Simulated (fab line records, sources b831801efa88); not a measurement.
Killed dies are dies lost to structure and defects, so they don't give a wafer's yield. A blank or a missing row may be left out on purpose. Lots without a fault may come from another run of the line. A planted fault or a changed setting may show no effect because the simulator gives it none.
One fault seen from 2 desks | flow sky130 | each desk has only its own numbers; what lay behind them comes last

THE METROLOGY DESK
What the gauges read, lot by lot, whatever tool the lot ran on: means of the sampled wafers that have a number. A lot is out of limits, marked OUT, if its mean lies more than 4 standard deviations from the usual mean; the brackets give that distance.
Columns: A = CONTACT_CVD_00_THK at SKY_CONTACT_THK_MEAS_01, usual 74.8 nm; B = CONTACT_OVL at SKY_CONTACT_OVL_MEAS_15, usual -1 nm; C = METAL2_ALCU_THK at SKY_METAL2_THK_MEAS_06, usual 251.2 nm
lot  | first seen here | A    | B  | C
L276 | day 30 09:40    | 74.6 | -7 | 251.2
L279 | day 31 15:50    | 76.4 | -0 | 250.9
L280 | day 31 16:23    | 74.0 | -4 | 249.8
L282 | day 32 11:16    | 74.6 | -2 | 245.4
L290 | day 35 08:11    | 73.7 | -0 | 248.7
L291 | day 35 19:49    | 74.7 | 3  | 254.8
L293 | day 36 02:09    | 74.1 | -1 | 251.2
L294 | day 36 07:53    | 75.2 | -8 | 252.8
L295 | day 36 13:04    | 75.5 | 6  | 251.9
L296 | day 36 20:04    | 74.8 | -2 | 249.9
L297 | day 37 04:09    | 75.2 | 1  | 257.3
L298 | day 38 09:38    | 73.9 | 2  | 251.3
This desk's finding: nothing out of limits on any of the 12 lots.

THE TOOL OWNER'S DESK: pvd_sputter-04
The tool's own readings at SKY_METAL2_SPUTTER_04 (material TiN, target thk 70 nm, time 58.3 s): means of the sampled wafers that have a number, for each lot that ran on this tool. A lot is out of limits, marked OUT, if its mean lies more than 4 standard deviations from the usual mean; the brackets give that distance.
Columns: A = throttle_valve_pct at SKY_METAL2_SPUTTER_04, usual 30.3 %
lot  | first seen here | A
L276 | day 34 00:25    | 30.1
L280 | day 35 05:47    | 30.2
L282 | day 36 00:51    | 30.8
L291 | day 39 05:44    | 30.3
L294 | day 39 18:16    | 30.8
L295 | day 39 21:47    | 30.8
L297 | day 40 11:55    | 30.7
This desk's finding: nothing out of limits on any of the 7 lots.

PUT TOGETHER
The metrology desk saw nothing out of limits.
The tool owner's desk saw nothing out of limits.

WHAT THE SIMULATOR HAD PUT IN
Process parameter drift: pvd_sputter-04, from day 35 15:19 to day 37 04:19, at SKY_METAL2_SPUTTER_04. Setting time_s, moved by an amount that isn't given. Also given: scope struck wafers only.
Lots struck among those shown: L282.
